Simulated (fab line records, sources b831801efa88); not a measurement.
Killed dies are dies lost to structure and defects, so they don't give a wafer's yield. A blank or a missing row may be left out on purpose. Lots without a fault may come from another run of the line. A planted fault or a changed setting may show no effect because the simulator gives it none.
Which tool did it? | flow gf180mcu | 6 lots, 18 wafers sampled, at 1 step of a route of 602

WHAT THE GAUGES READ, wafer by wafer
GF_DNWELL_TW_MEAS_09.
lot  | measured    | on            | DNWELL_TW
L179 | day 3 00:38 | film_metro-04 | 1344 1341 1345
L181 | day 3 10:27 | film_metro-02 | 1360 1363 1362
L183 | day 3 21:33 | film_metro-02 | 1362 1359 1372
L193 | day 6 03:29 | film_metro-04 | 1343 1345 1339
L196 | day 6 20:54 | film_metro-04 | 1336 1338 1342
L200 | day 7 15:31 | film_metro-02 | 1352 1358 1361

WHICH TOOL RAN EACH LOT (tool, then ch and the chambers of the sampled wafers, then the start)
The record holds no process step before these readings.

THE ANSWER, worked out from the rows above alone
Rule: what is usual is taken from the lots themselves. Put in order of their means at a reading, lots are off if they are a third of the lots or fewer, leave a main group of 4 or more, and stand apart from it by a gap of 3 or more times the standard deviation of the main group's means; of several such gaps the widest counts. A main group whose means are all the same, to the digits that the tables above print for the reading, isn't used. A lot without any number at a reading at which 4 lots or more have one is off too. The other lots that the step has rows for count as sound.
No lot is off at any reading shown: from this, nothing can be told.

WHAT THE SIMULATOR HAD PUT IN
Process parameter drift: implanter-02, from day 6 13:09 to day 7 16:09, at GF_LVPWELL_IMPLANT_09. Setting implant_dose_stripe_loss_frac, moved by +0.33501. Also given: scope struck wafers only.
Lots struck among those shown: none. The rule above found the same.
